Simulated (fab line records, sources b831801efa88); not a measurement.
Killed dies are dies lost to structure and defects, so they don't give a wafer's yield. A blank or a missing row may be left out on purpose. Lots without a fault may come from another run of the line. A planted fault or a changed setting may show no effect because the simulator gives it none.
fab line records | flow gf180mcu
record lots=24 wafers=72 last_day=34
route steps=602 shown V1@359 M2@365 M3@413 V3@446
lots that met no fault: from a run of the same line without faults
start_h: hours from the record's first day to the start of the lot's first wafer shown | wait_h: hours since the lot's step before | " the same as in the row above | L1.1+2: a row that stands for several wafers | - no value, or no start given | * or withheld: withheld | < > ~ a bound
route shown NAME@n: a module of which the file shows steps, and the number in the route of the first | usual: mean/standard deviation of fault-free wafers | same: alike in all rows | chamber/n: place in a boat | sites: the reading at each site | _std_site: their standard deviation | _edge_site: outer sites' mean less inner sites' | radius_mm: how far each site lies from the wafer's centre | mask NAME#n: copy n | behind: the tool/chamber that last shaped the wafer | hold: why the lot was held/for how many hours/how that ended | device: the transistor (n, p or np) that didn't switch | end of line: the same wafers' tests at the end of the route | a step without rows: its recipe alone | killed: dies lost to structure and defects at the first sort, not the wafer's yield | map: a wafer's dies, x killed, . not, _ none there
set.NAME: the setting as run; set.NAME@STEP: as run at that earlier step | model.NAME: the simulator's own value behind a step, which no gauge read
steps of the route over a sample of lots; a table a step, a row a wafer
services: from which hour (start_h, from the record's first day; less than 0 if before it) a tool's chamber was out of use, for how many hours, and why
## steps
# step GF_V1_RS_MEAS_24
# recipe thk_meas_gauge=four-point-probe reads=W_of_V1_CVD_23+TiN_of_V1_SPUTTER_22+Ti_of_V1_SPUTTER_21
# usual V1_W_RS=0.331/0.0053
# columns lot.wafer tool chamber start_h wait_h V1_W_RS[ohm/sq]
L074.2 film_metro-01 - 418.21 0.1 0.322
L074.3 " - " " 0.325
L074.4 " - " " 0.315
L075.2 film_metro-02 - 435.66 0.1 0.334
L075.5 " - " " 0.327
L075.6 " - " " 0.332
L076.1 film_metro-04 - 437.77 0.1 0.331
L076.3 " - " " 0.325
L076.6 " - " " 0.324
L077.2 film_metro-04 - 443.57 0.1 0.330
L077.3 " - " " 0.329
L077.6 " - " " 0.330
L078.1 film_metro-02 - 454.01 0.1 0.325
L078.2 " - " " 0.335
L078.3 " - " " 0.336
L079.3 film_metro-01 - 463.04 0.1 0.329
L079.4 " - " " 0.339
L079.5 " - " " 0.335
L080.1 film_metro-01 - 479.03 0.1 0.331
L080.2 " - " " 0.324
L080.6 " - " " 0.326
L081.1 film_metro-04 - 490.89 0.1 0.337
L081.3 " - " " 0.337
L081.6 " - " " 0.327
L082.1 film_metro-01 - 493.49 0.1 0.328
L082.2 " - " " 0.333
L082.3 " - " " 0.333
L084.1 film_metro-02 - 501.85 0.1 0.331
L084.2 " - " " 0.337
L084.3 " - " " 0.333
L083.1 film_metro-01 - 501.86 0.1 0.337
L083.3 " - " " 0.330
L083.5 " - " " 0.337
L085.4 film_metro-01 - 516.28 0.1 0.331
L085.5 " - " " 0.321
L085.6 " - " " 0.333
L086.1 film_metro-02 - 520.29 0.1 0.341
L086.4 " - " " 0.336
L086.5 " - " " 0.342
L087.4 film_metro-02 - 532.56 0.1 0.326
L087.5 " - " " 0.341
L087.6 " - " " 0.331
L088.1 film_metro-04 - 537.87 0.1 0.334
L088.2 " - " " 0.326
L088.5 " - " " 0.334
L089.1 film_metro-04 - 543.78 0.1 0.329
L089.5 " - " " 0.331
L089.6 " - " " 0.336
L090.2 film_metro-01 - 554.75 0.1 0.339
L090.3 " - " " 0.340
L090.4 " - " " 0.332
L091.2 film_metro-01 - 563.54 0.1 0.334
L091.3 " - " " 0.339
L091.6 " - " " 0.340
L092.1 film_metro-01 - 571.57 0.1 0.331
L092.3 " - " " 0.326
L092.4 " - " " 0.333
L093.1 film_metro-01 - 576.66 0.1 0.325
L093.3 " - " " 0.333
L093.6 " - " " 0.323
L094.1 film_metro-04 - 581.68 0.1 0.331
L094.3 " - " " 0.336
L094.6 " - " " 0.328
L095.3 film_metro-02 - 590.15 0.1 0.338
L095.4 " - " " 0.331
L095.6 " - " " 0.328
L096.2 film_metro-01 - 595.40 0.1 0.331
L096.4 " - " " 0.325
L096.6 " - " " 0.330
L097.3 film_metro-04 - 602.01 0.1 0.338
L097.5 " - " " 0.330
L097.6 " - " " 0.338
# step GF_M2_SPUTTER_03
# recipe material=Ti target_thk_nm=10 substrate_temp_c=300 chamber_pressure_pa=0.3 power_w=3000 time_s=6.7
# usual chamber_pressure_pa=0.3000/0.0006 throttle_valve_pct=30.3/1.2
# columns lot.wafer tool chamber start_h wait_h chamber_pressure_pa throttle_valve_pct
L074.2 pvd_sputter-03 - 418.91 0.0 0.2995 30.2
L074.3 " - " " 0.3001 28.2
L074.4 " - " " 0.3012 29.1
L075.2 pvd_sputter-03 - 436.28 0.0 0.2991 28.1
L075.5 " - " " 0.3003 30.8
L075.6 " - " " 0.2997 29.3
L076.1 pvd_sputter-01 - 438.41 0.0 0.3011 29.2
L076.3 " - " " 0.2994 29.4
L076.6 " - " " 0.3004 31.8
L077.2 pvd_sputter-03 - 444.19 0.0 0.2996 29.0
L077.3 " - " " 0.2998 28.4
L077.6 " - " " 0.2998 31.2
L078.1 pvd_sputter-01 - 454.65 0.0 0.2997 28.3
L078.2 " - " " 0.2999 29.5
L078.3 " - " " 0.3000 29.5
L079.3 pvd_sputter-02 - 463.66 0.0 0.2997 30.6
L079.4 " - " " 0.3004 32.0
L079.5 " - " " 0.3003 30.9
L080.1 pvd_sputter-01 - 479.67 0.0 0.3004 29.1
L080.2 " - " " 0.2998 29.3
L080.6 " - " " 0.3005 29.6
L081.1 pvd_sputter-02 - 491.58 0.0 0.3008 30.6
L081.3 " - " " 0.2998 31.1
L081.6 " - " " 0.2994 30.7
L082.1 pvd_sputter-02 - 494.13 0.0 0.3002 30.1
L082.2 " - " " 0.2990 30.7
L082.3 " - " " 0.3002 30.8
L084.1 pvd_sputter-02 - 502.49 0.0 0.3008 31.1
L084.2 " - " " 0.3010 30.3
L084.3 " - " " 0.2992 32.1
L083.1 pvd_sputter-03 - 502.50 0.0 0.2989 29.0
L083.3 " - " " 0.2999 30.7
L083.5 " - " " 0.3002 29.2
L085.4 pvd_sputter-01 - 516.86 0.0 0.3001 29.4
L085.5 " - " " 0.2998 29.3
L085.6 " - " " 0.3008 29.2
L086.1 pvd_sputter-02 - 520.93 0.0 0.3002 30.7
L086.4 " - " " 0.2997 31.8
L086.5 " - " " 0.2998 31.9
L087.4 pvd_sputter-01 - 533.14 0.0 0.2994 28.3
L087.5 " - " " 0.2994 29.2
L087.6 " - " " 0.3008 31.8
L088.1 pvd_sputter-01 - 538.51 0.0 0.2998 29.5
L088.2 " - " " 0.3011 29.1
L088.5 " - " " 0.3007 28.1
L089.1 pvd_sputter-02 - 544.42 0.0 0.3012 30.7
L089.5 " - " " 0.3002 32.0
L089.6 " - " " 0.3001 30.7
L090.2 pvd_sputter-02 - 555.37 0.0 0.3003 30.8
L090.3 " - " " 0.2991 32.0
L090.4 " - " " 0.2999 30.2
L091.2 pvd_sputter-03 - 564.16 0.0 0.2999 28.1
L091.3 " - " " 0.2995 29.4
L091.6 " - " " 0.2995 27.9
L092.1 pvd_sputter-02 - 572.28 0.0 0.2991 30.2
L092.3 " - " " 0.3007 31.7
L092.4 " - " " 0.3004 30.7
L093.1 pvd_sputter-02 - 577.30 0.0 0.3006 30.3
L093.3 " - " " 0.2994 30.8
L093.6 " - " " 0.3004 30.1
L094.1 pvd_sputter-03 - 582.32 0.0 0.3009 28.2
L094.3 " - " " 0.2999 30.5
L094.6 " - " " 0.3003 29.1
L095.3 pvd_sputter-02 - 590.75 0.0 0.3006 31.8
L095.4 " - " " 0.2998 30.9
L095.6 " - " " 0.3001 31.8
L096.2 pvd_sputter-01 - 596.02 0.0 0.2996 29.4
L096.4 " - " " 0.3005 31.9
L096.6 " - " " 0.3006 29.1
L097.3 pvd_sputter-01 - 602.61 0.0 0.2994 28.1
L097.5 " - " " 0.2994 31.8
L097.6 " - " " 0.2992 28.1
# step GF_M2_CD_MEAS_14
# recipe target_cd_nm=280
# usual cd_nm=279.6/1.4
# columns lot.wafer tool chamber start_h wait_h cd_nm
L074.2 cd_sem-01 - 443.63 0.1 280.8
L074.3 " - " " 281.2
L074.4 " - " " 280.9
L075.2 cd_sem-01 - 460.48 0.1 279.3
L075.5 " - " " 278.5
L075.6 " - " " 280.0
L076.1 cd_sem-01 - 462.91 0.1 279.7
L076.3 " - " " 278.7
L076.6 " - " " 279.0
L077.2 cd_sem-02 - 468.46 0.1 279.0
L077.3 " - " " 278.7
L077.6 " - " " 279.6
L078.1 cd_sem-01 - 479.21 0.1 278.3
L078.2 " - " " 278.9
L078.3 " - " " 277.6
L079.3 cd_sem-02 - 487.28 0.1 279.6
L079.4 " - " " 279.3
L079.5 " - " " 279.3
L080.1 cd_sem-01 - 503.66 0.1 277.1
L080.2 " - " " 278.2
L080.6 " - " " 277.9
L081.1 cd_sem-02 - 515.54 0.1 280.4
L081.3 " - " " 280.8
L081.6 " - " " 282.2
L082.1 cd_sem-01 - 517.54 0.1 281.1
L082.2 " - " " 282.5
L082.3 " - " " 282.6
L084.1 cd_sem-02 - 526.04 0.1 277.8
L084.2 " - " " 278.5
L084.3 " - " " 278.2
L083.1 cd_sem-02 - 526.39 0.1 279.6
L083.3 " - " " 278.9
L083.5 " - " " 279.0
L085.4 cd_sem-01 - 539.87 0.1 279.1
L085.5 " - " " 280.5
L085.6 " - " " 279.3
L086.1 cd_sem-01 - 544.39 0.1 280.6
L086.4 " - " " 280.6
L086.5 " - " " 279.1
L087.4 cd_sem-01 - 555.87 0.1 281.7
L087.5 " - " " 282.0
L087.6 " - " " 281.6
L088.1 cd_sem-02 - 560.96 0.1 278.9
L088.2 " - " " 276.9
L088.5 " - " " 279.3
L089.1 cd_sem-01 - 566.49 0.1 278.7
L089.5 " - " " 278.7
L089.6 " - " " 278.2
L090.2 cd_sem-02 - 577.06 0.1 279.8
L090.3 " - " " 280.7
L090.4 " - " " 279.5
L091.2 cd_sem-02 - 585.76 0.1 280.4
L091.3 " - " " 281.0
L091.6 " - " " 281.5
L092.1 cd_sem-01 - 594.22 0.2 280.1
L092.3 " - " " 281.5
L092.4 " - " " 281.0
L093.1 cd_sem-01 - 601.59 0.1 278.8
L093.3 " - " " 277.9
L093.6 " - " " 277.9
L094.1 cd_sem-01 - 603.59 0.1 279.1
L094.3 " - " " 279.1
L094.6 " - " " 279.2
L095.3 cd_sem-01 - 611.18 0.1 280.5
L095.4 " - " " 280.1
L095.6 " - " " 280.5
L096.2 cd_sem-02 - 616.43 0.1 279.7
L096.4 " - " " 279.6
L096.6 " - " " 281.1
L097.3 cd_sem-01 - 622.70 0.1 279.0
L097.5 " - " " 278.3
L097.6 " - " " 278.6
# step GF_M2_METAL_ETCH_16
# recipe chemistry=Cl2/BCl3 mask_material=KrF target_depth_nm=627.5 stop_on=SiO2 pressure_mtorr=8 icp_w=800 bias_w=140 Cl2_flow_sccm=80 bcl3_flow_sccm=40 time_s=104.6
# usual chamber_pressure_mTorr=8.000/0.0071 drypump_motor_current_A=5.49/0.22 oes_product_au=0.972/0.0089 throttle_valve_pct=28.250/0.013
# columns lot.wafer tool chamber start_h wait_h chamber_pressure_mTorr drypump_motor_current_A oes_product_au rf_hours_counter_h throttle_valve_pct
L074.2 rie_metal-03 1 443.77 0.0 8.007 5.75 0.981 1.7 28.234
L074.3 " 0 " " 8.008 5.35 0.965 - 28.257
L074.4 " 1 " " 7.997 5.73 0.977 - 28.242
L075.2 rie_metal-04 0 460.66 0.1 8.002 5.38 0.972 - 28.250
L075.5 " 0 " " 7.994 5.38 0.978 - 28.255
L075.6 " 0 " " 7.988 5.39 0.970 - 28.269
L076.1 rie_metal-02 0 463.07 0.0 8.003 5.21 0.972 6.0 28.263
L076.3 " 0 " " 7.991 5.20 0.964 - 28.270
L076.6 " 0 " " 8.009 5.19 0.968 - 28.262
L077.2 rie_metal-04 0 468.63 0.1 8.003 5.39 0.978 - 28.247
L077.3 " 0 " " 8.000 5.39 0.975 - 28.245
L077.6 " 0 " " 7.994 5.39 0.963 - 28.251
L078.1 rie_metal-03 0 479.37 0.0 8.003 5.36 0.958 10.1 28.264
L078.2 " 1 " " 8.000 5.73 0.961 2.6 28.266
L078.3 " 0 " " 7.989 5.38 0.960 - 28.260
L079.3 rie_metal-02 1 487.43 0.1 8.012 5.66 0.977 - 28.237
L079.4 " 0 " " 8.000 5.20 0.977 - 28.230
L079.5 " 1 " " 8.008 5.67 0.982 - 28.245
L080.1 rie_metal-02 1 503.82 0.0 8.000 5.68 0.965 7.3 28.258
L080.2 " 0 " " 7.983 5.23 0.969 7.0 28.272
L080.6 " 0 " " 7.998 5.23 0.961 - 28.272
L081.1 rie_metal-03 1 515.69 0.0 8.008 5.75 0.973 3.4 28.238
L081.3 " 0 " " 7.992 5.37 0.979 - 28.226
L081.6 " 1 " " 8.003 5.73 0.973 - 28.251
L082.1 rie_metal-02 0 517.69 0.0 7.999 5.21 0.980 7.4 28.252
L082.2 " 1 " " 7.994 5.66 0.978 7.7 28.232
L082.3 " 0 " " 8.002 5.21 0.983 - 28.222
L084.1 rie_metal-02 1 526.19 0.0 8.001 5.67 0.983 7.9 28.231
L084.2 " 0 " " 8.001 5.21 0.981 7.7 28.240
L084.3 " 1 " " 8.009 5.67 0.978 - 28.233
L083.1 rie_metal-03 1 526.54 0.0 8.004 5.76 0.976 4.2 28.264
L083.3 " 1 " " 8.012 5.76 0.977 - 28.254
L083.5 " 1 " " 8.010 5.78 0.977 - 28.246
L085.4 rie_metal-02 0 540.00 0.0 7.997 5.22 0.962 - 28.240
L085.5 " 0 " " 8.019 5.20 0.962 - 28.250
L085.6 " 1 " " 8.001 5.68 0.958 - 28.278
L086.1 rie_metal-02 0 544.54 0.0 8.004 5.22 0.974 8.0 28.247
L086.4 " 0 " " 8.002 5.22 0.982 - 28.233
L086.5 " 0 " " 8.003 5.23 0.980 - 28.251
L087.4 rie_metal-04 0 556.00 0.0 7.997 5.39 0.967 - 28.264
L087.5 " 1 " " 7.994 5.73 0.975 - 28.257
L087.6 " 0 " " 7.999 5.40 0.956 - 28.274
L088.1 rie_metal-03 0 561.12 0.0 8.010 5.43 0.963 11.7 28.256
L088.2 " 1 " " 7.979 5.75 0.962 5.3 28.245
L088.5 " 0 " " 8.002 5.39 0.961 - 28.277
L089.1 rie_metal-02 0 566.64 0.0 7.996 5.21 0.974 8.8 28.253
L089.5 " 1 " " 8.001 5.66 0.981 - 28.245
L089.6 " 0 " " 7.986 5.20 0.969 - 28.239
L090.2 rie_metal-03 1 577.19 0.0 7.984 5.74 0.973 5.9 28.245
L090.3 " 1 " " 7.998 5.74 0.980 - 28.251
L090.4 " 0 " " 7.995 5.37 0.968 - 28.242
L091.2 rie_metal-02 0 585.89 0.0 8.002 5.22 0.982 9.3 28.235
L091.3 " 1 " " 8.010 5.66 0.971 - 28.253
L091.6 " 0 " " 8.000 5.22 0.973 - 28.248
L092.1 rie_metal-02 1 594.37 0.0 8.003 5.67 0.982 9.8 28.244
L092.3 " 1 " " 8.001 5.67 0.982 - 28.236
L092.4 " 0 " " 8.007 5.20 0.979 - 28.264
L093.1 rie_metal-04 0 601.74 0.0 7.998 5.38 0.975 0.3 28.258
L093.3 " 0 " " 7.997 5.39 0.979 - 28.254
L093.6 " 1 " " 8.006 5.72 0.977 - 28.244
L094.1 rie_metal-02 0 603.74 0.0 8.002 5.23 0.969 9.8 28.255
L094.3 " 0 " " 8.002 5.21 0.982 - 28.267
L094.6 " 1 " " 8.002 5.66 0.976 - 28.235
L095.3 rie_metal-03 0 611.33 0.1 7.990 5.37 0.972 - 28.241
L095.4 " 1 " " 7.992 5.75 0.981 - 28.224
L095.6 " 0 " " 7.996 5.40 0.980 - 28.237
L096.2 rie_metal-02 1 616.57 0.0 8.003 5.68 0.973 10.4 28.246
L096.4 " 0 " " 8.007 5.23 0.960 - 28.272
L096.6 " 0 " " 7.986 5.22 0.970 - 28.254
L097.3 rie_metal-02 0 622.85 0.1 8.001 5.21 0.962 - 28.266
L097.5 " 0 " " 7.999 5.21 0.957 - 28.283
L097.6 " 1 " " 8.002 5.68 0.953 - 28.246
# step GF_M3_SPUTTER_04
# recipe material=TiN target_thk_nm=50 power_w=6500 time_s=41.7 chamber_pressure_pa=0.4
# usual chamber_pressure_pa=0.4001/0.00082 throttle_valve_pct=29.8/1.2
# columns lot.wafer tool chamber start_h wait_h chamber_pressure_pa throttle_valve_pct
L074.2 pvd_sputter-04 - 471.23 0.0 0.3991 31.0
L074.3 " - " " 0.4007 29.5
L074.4 " - " " 0.3990 30.1
L075.2 pvd_sputter-01 - 487.54 0.0 0.4001 29.3
L075.5 " - " " 0.4003 28.1
L075.6 " - " " 0.3992 32.1
L076.1 pvd_sputter-04 - 490.63 0.0 0.4003 29.2
L076.3 " - " " 0.4005 31.0
L076.6 " - " " 0.3993 30.3
L077.2 pvd_sputter-03 - 495.83 0.0 0.3997 31.2
L077.3 " - " " 0.4014 29.1
L077.6 " - " " 0.4008 29.1
L078.1 pvd_sputter-01 - 506.67 0.0 0.3989 29.6
L078.2 " - " " 0.4002 31.7
L078.3 " - " " 0.3989 29.3
L079.3 pvd_sputter-01 - 513.65 0.0 0.3999 28.0
L079.4 " - " " 0.3994 29.4
L079.5 " - " " 0.4006 31.8
L080.1 pvd_sputter-03 - 530.30 0.0 0.4008 28.5
L080.2 " - " " 0.3997 31.1
L080.6 " - " " 0.4012 29.2
L081.1 pvd_sputter-01 - 541.42 0.0 0.4015 29.5
L081.3 " - " " 0.3990 29.2
L081.6 " - " " 0.4011 28.2
L082.1 pvd_sputter-01 - 544.09 0.0 0.4005 31.8
L082.2 " - " " 0.4014 28.1
L082.3 " - " " 0.3999 29.4
L084.1 pvd_sputter-03 - 552.39 0.0 0.3994 29.2
L084.2 " - " " 0.4003 31.2
L084.3 " - " " 0.4005 28.0
L083.1 pvd_sputter-01 - 552.93 0.0 0.4004 29.4
L083.3 " - " " 0.4002 28.3
L083.5 " - " " 0.3999 29.2
L085.4 pvd_sputter-04 - 564.91 0.0 0.3994 30.0
L085.5 " - " " 0.4006 29.4
L085.6 " - " " 0.4006 31.0
L086.1 pvd_sputter-03 - 569.78 0.0 0.4004 30.4
L086.4 " - " " 0.4000 28.3
L086.5 " - " " 0.4004 30.3
L087.4 pvd_sputter-03 - 580.39 0.0 0.4003 29.2
L087.5 " - " " 0.4001 28.1
L087.6 " - " " 0.3999 30.6
L088.1 pvd_sputter-03 - 586.19 0.0 0.4022 30.6
L088.2 " - " " 0.3997 29.2
L088.5 " - " " 0.3994 30.7
L089.1 pvd_sputter-03 - 591.72 0.0 0.3986 28.3
L089.5 " - " " 0.3998 28.3
L089.6 " - " " 0.4018 30.5
L090.2 pvd_sputter-01 - 601.69 0.0 0.4002 31.9
L090.3 " - " " 0.4007 29.3
L090.4 " - " " 0.3996 28.1
L091.2 pvd_sputter-01 - 609.52 0.0 0.4016 29.4
L091.3 " - " " 0.3996 32.0
L091.6 " - " " 0.3997 31.9
L092.1 pvd_sputter-04 - 618.07 0.0 0.4001 30.9
L092.3 " - " " 0.3994 30.0
L092.4 " - " " 0.4001 30.6
L093.1 pvd_sputter-01 - 625.29 0.0 0.3992 31.9
L093.3 " - " " 0.3990 28.2
L093.6 " - " " 0.4004 29.7
L094.1 pvd_sputter-01 - 627.17 0.0 0.4002 32.2
L094.3 " - " " 0.3986 29.2
L094.6 " - " " 0.3995 29.4
L095.3 pvd_sputter-01 - 634.59 0.0 0.3998 32.0
L095.4 " - " " 0.3986 29.2
L095.6 " - " " 0.4010 29.3
L096.2 pvd_sputter-01 - 639.65 0.0 0.4002 29.7
L096.4 " - " " 0.4017 31.9
L096.6 " - " " 0.4002 29.3
L097.3 pvd_sputter-01 - 645.78 0.0 0.3991 29.8
L097.5 " - " " 0.4007 29.3
L097.6 " - " " 0.4011 31.7
# step GF_V3_ETCH_17
# recipe chemistry=C4F8/O2/Ar mask_material=KrF target=SiO2 stop_on=TiN source_w=1500 bias_w=1200 pressure_mtorr=40 c4f8_flow_sccm=withheld O2_flow_sccm=6 Ar_flow_sccm=300 time_s=withheld target_depth_a=6350
# usual chamber_pressure_mTorr=40.00/0.036 oes_product_au=0.856/0.0047
# columns lot.wafer tool chamber start_h wait_h chamber_pressure_mTorr oes_product_au
L074.2 rie_diel-04 0 - - 39.97 0.860
L074.3 " 2 " " 40.07 0.853
L074.4 " 3 " " 39.94 0.854
L075.2 rie_diel-01 1 - - 40.01 0.859
L075.5 " 0 " " 39.98 0.856
L075.6 " 3 " " 39.98 0.856
L076.1 rie_diel-02 1 - - 40.04 0.854
L076.3 " 0 " " 39.99 0.848
L076.6 " 1 " " 40.03 0.847
L077.2 rie_diel-01 3 - - 39.91 0.843
L077.3 " 1 " " 40.00 0.863
L077.6 " 3 " " 39.99 0.857
L078.1 rie_diel-04 2 - - 40.01 0.852
L078.2 " 1 " " 39.98 0.852
L078.3 " 3 " " 39.98 0.856
L079.3 rie_diel-04 0 - - 40.01 0.855
L079.4 " 3 " " 40.01 0.854
L079.5 " 2 " " 40.01 0.862
L080.1 rie_diel-04 1 - - 40.00 0.857
L080.2 " 0 " " 40.05 0.854
L080.6 " 1 " " 39.98 0.854
L081.1 rie_diel-02 2 - - 39.98 0.865
L081.3 " 1 " " 39.99 0.853
L081.6 " 1 " " 40.05 0.863
L082.1 rie_diel-02 2 - - 39.98 0.861
L082.2 " 3 " " 40.03 0.851
L082.3 " 1 " " 40.03 0.856
L084.1 rie_diel-02 3 - - 40.04 0.862
L084.2 " 1 " " 39.95 0.860
L084.3 " 2 " " 40.03 0.855
L083.1 rie_diel-04 1 - - 39.99 0.858
L083.3 " 3 " " 39.98 0.860
L083.5 " 1 " " 39.96 0.855
L085.4 rie_diel-01 3 - - 39.98 0.862
L085.5 " 1 " " 40.04 0.860
L085.6 " 2 " " 40.06 0.852
L086.1 rie_diel-04 2 - - 39.98 0.855
L086.4 " 1 " " 39.97 0.859
L086.5 " 1 " " 39.97 0.855
L087.4 rie_diel-02 0 - - 40.01 0.858
L087.5 " 0 " " 40.07 0.855
L087.6 " 1 " " 39.92 0.850
L088.1 rie_diel-02 1 - - 40.01 0.865
L088.2 " 0 " " 40.00 0.852
L088.5 " 0 " " 40.01 0.855
L089.1 rie_diel-01 3 - - 40.02 0.856
L089.5 " 3 " " 40.03 0.853
L089.6 " 2 " " 40.03 0.854
L090.2 rie_diel-01 0 - - 39.97 0.862
L090.3 " 3 " " 39.99 0.862
L090.4 " 2 " " 40.03 0.858
L091.2 rie_diel-01 3 - - 40.01 0.858
L091.3 " 2 " " 39.99 0.865
L091.6 " 2 " " 40.02 0.860
L092.1 rie_diel-02 2 - - 40.05 0.847
L092.3 " 1 " " 40.01 0.865
L092.4 " 0 " " 39.95 0.855
L093.1 rie_diel-02 2 - - 39.95 0.861
L093.3 " 3 " " 39.99 0.863
L093.6 " 3 " " 40.05 0.858
L094.1 rie_diel-04 0 - - 39.96 0.854
L094.3 " 3 " " 39.98 0.844
L094.6 " 3 " " 40.00 0.854
L095.3 rie_diel-01 3 - - 40.00 0.852
L095.4 " 2 " " 40.02 0.858
L095.6 " 2 " " 40.03 0.857
L096.2 rie_diel-04 3 - - 40.01 0.849
L096.4 " 1 " " 40.07 0.857
L096.6 " 0 " " 39.97 0.861
L097.3 rie_diel-02 2 - - 40.04 0.855
L097.5 " 2 " " 40.05 0.861
L097.6 " 1 " " 39.92 0.855
## services
# columns tool chamber start_h hours kind
pvd_sputter-03 - 395.37 3.4 repair
pvd_sputter-02 - 396.06 0.7 repair
pvd_sputter-02 - 400.19 3.3 repair
rie_metal-03 - 407.25 2.8 pm
pvd_sputter-01 - 439.97 5.4 repair
pvd_sputter-02 - 440.63 1.4 repair
rie_metal-02 1 445.36 3.9 repair
rie_diel-02 3 445.74 4.7 repair
pvd_sputter-03 - 449.18 5.0 repair
rie_diel-04 3 454.94 3.3 repair
rie_metal-03 0 459.14 5.2 repair
pvd_sputter-02 - 460.00 1.4 repair
rie_diel-01 2 475.27 4.8 repair
rie_diel-02 0 477.85 4.0 repair
pvd_sputter-03 - 503.42 1.4 repair
rie_metal-03 0 516.16 17.1 repair
rie_diel-02 3 523.22 8.1 repair
rie_diel-02 1 530.29 4.9 repair
rie_diel-04 - 533.83 2.8 pm
rie_diel-01 - 568.67 28.1 pm
pvd_sputter-02 - 608.21 1.5 repair
pvd_sputter-02 - 662.46 2.6 repair
rie_diel-04 1 664.14 2.7 repair
rie_diel-04 - 675.03 4.0 pm
## key
fault none
